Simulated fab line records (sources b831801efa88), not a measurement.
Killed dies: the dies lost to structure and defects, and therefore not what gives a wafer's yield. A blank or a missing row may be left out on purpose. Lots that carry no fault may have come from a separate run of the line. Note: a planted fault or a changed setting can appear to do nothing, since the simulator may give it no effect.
8D (eight disciplines) problem report, filled in by code / flow gf180mcu / the parts of the form that need people (team, actions taken, sign-off) are left out

1. THE PROBLEM
Mean of timeToEndpointS at GF_V3_CMP_04: 20 s across 2 wafers in 2 lots; on wafers with no fault it is 79 s (standard deviation 5.8). Measured from the usual mean, that is -10 standard deviations.
The step: polishes SiO2.
First observed at day 26 13:16: wafer L445.3, on cmp-01. At this step, 42 wafers from 14 lots have a number in the record. Rule for "out" (also "out of limits"): further than 4 standard deviations from the usual mean. The other wafers with a number count as sound.

2. WHAT IT IS, WHAT IT ISN'T
question=which readings at this step | is=timeToEndpointS | is not=headPressurePsi, motorCurrentA
question=which lots | is=L445, L447 | is not=L431, L432, L433, L435, L436, L437, L439, L444, L449, L450, L452, L453
question=which wafers of those lots | is=L445.3, L447.4 | is not=L445.1, L445.4, L447.2, L447.3
question=read on which tools | is=cmp-01 | is not=cmp-02
question=when | is=from day 26 13:16 | is not=up to then (26 sound wafers); but 14 sound wafers of L447, L449, L450, L452, L453 came after

3. WHAT RULES OUT EACH SUSPECT
Counting: if a tool at a process step up to the reading ran every lot that is out, it stays a suspect. Sound lots after the first of them don't rule it out here, since some wafers of a struck lot are sound.
- cmp-01 at GF_V3_CMP_04 (polishes SiO2): kept. Ran every lot that is out, first one L445 (day 26 13:16); last sound lot up to then L444 (day 26 06:29). Out on those wafers are its own readings of timeToEndpointS.
- In cmp-01 at GF_V3_CMP_04, the wafers that are out were processed in chamber 0 and their sound lot-mates in chambers 1, 2, 3.
The count leaves cmp-01 at GF_V3_CMP_04.

4. THE CAUSE (what the simulator had put in)
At GF_V3_CMP_04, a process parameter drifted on cmp-01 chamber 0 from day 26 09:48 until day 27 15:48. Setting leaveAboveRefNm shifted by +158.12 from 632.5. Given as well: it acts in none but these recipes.
After counting, this tool was the only one left.

5. THE CHAIN OF EFFECTS, in route order
One row per reading whose mean, taken over the struck wafers that have a number, lies over 3 standard deviations from the usual. Scope: only readings with a usual standard deviation given in the record; hours: median across lots of the time from each lot's start at the first step in this table that gives one to its start at this step; sigmas: change in usual standard deviations.
hours=0; step=GF_V3_CMP_04; reading=timeToEndpointS; usual=79 s; on struck wafers=20; change=-59; sigmas=-10
hours=-; step=GF_V3_ETCH_17; reading=oesProductAu; usual=0.856 a.u.; on struck wafers=0.975; change=+0.119; sigmas=+25
The process steps in it:
- GF_V3_CMP_04: polishes SiO2.
- GF_V3_ETCH_17: etches SiO2 in C4F8/O2/Ar, stops on TiN, target depth 635 nm.

6. WHAT WOULD HAVE CAUGHT IT SOONER
The fault began at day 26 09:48; the first out-of-limits reading in this record came at day 26 13:16, 3 hours later.
